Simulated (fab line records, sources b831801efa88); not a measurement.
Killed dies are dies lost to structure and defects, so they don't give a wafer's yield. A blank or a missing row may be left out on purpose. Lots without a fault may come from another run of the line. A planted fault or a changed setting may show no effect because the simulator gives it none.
Chamber matching | flow gf180mcu | GF_V3_CVD_02 on pecvd-01: 3 sister chambers
The step deposits SiO2 from TEOS, target thk 850 nm, time 94.851 s. 6 wafers are shown with their chamber, then 10 later ones without.

WAFERS WITH THEIR CHAMBER
wafer  | chamber | heater_power_w (W) | susceptor_temp_C (C)
L086.5 | 1       | 568                | 399.77
L090.5 | 1       | 532                | 399.87
L091.4 | 2       | 713                | 399.78
L091.5 | 0       | 616                | 399.95
L092.3 | 2       | 845                | 399.88
L092.5 | 0       | 622                | 399.60

WAFERS WITHOUT THEIR CHAMBER
wafer  | heater_power_w (W) | susceptor_temp_C (C)
L092.6 | 471                | 399.58
L095.1 | 655                | 399.96
L095.2 | 902                | 400.19
L095.3 | 557                | 399.99
L096.3 | 502                | 400.18
L096.4 | 526                | 400.03
L096.6 | 565                | 400.07
L097.1 | 662                | 400.47
L097.4 | 742                | 399.91
L097.6 | 523                | 400.15

WHICH CHAMBER EACH WENT THROUGH
wafer  | from the rows above          | in truth
L092.6 | can't be placed: 1 or 0      | 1
L095.1 | can't be placed: 0 or 1 or 2 | 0
L095.2 | 2                            | 2
L095.3 | can't be placed: 1 or 0      | 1
L096.3 | can't be placed: 1 or 0      | 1
L096.4 | can't be placed: 1 or 0      | 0
L096.6 | can't be placed: 1 or 0      | 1
L097.1 | can't be placed: 0 or 2 or 1 | 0
L097.4 | can't be placed: 2 or 0      | 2
L097.6 | can't be placed: 1 or 0      | 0
Placed correctly: 1 of 10. Can't be placed from these rows: 9 (the true chamber is among the candidates in 9). Placed wrongly: 0.
How it was worked out, from the rows above alone: a wafer's distance from a chamber is the root of the sum, over the readings, of the square of ((its reading less the chamber's mean) divided by the reading's scatter). The wafer belongs to the nearest chamber; if the next one is less than 2 further off, it can't be placed. A chamber's mean is the mean of its shown wafers. The scatter: the root of (the sum of the squares of (reading less its chamber's mean) over the shown wafers, divided by (wafers less chambers)).
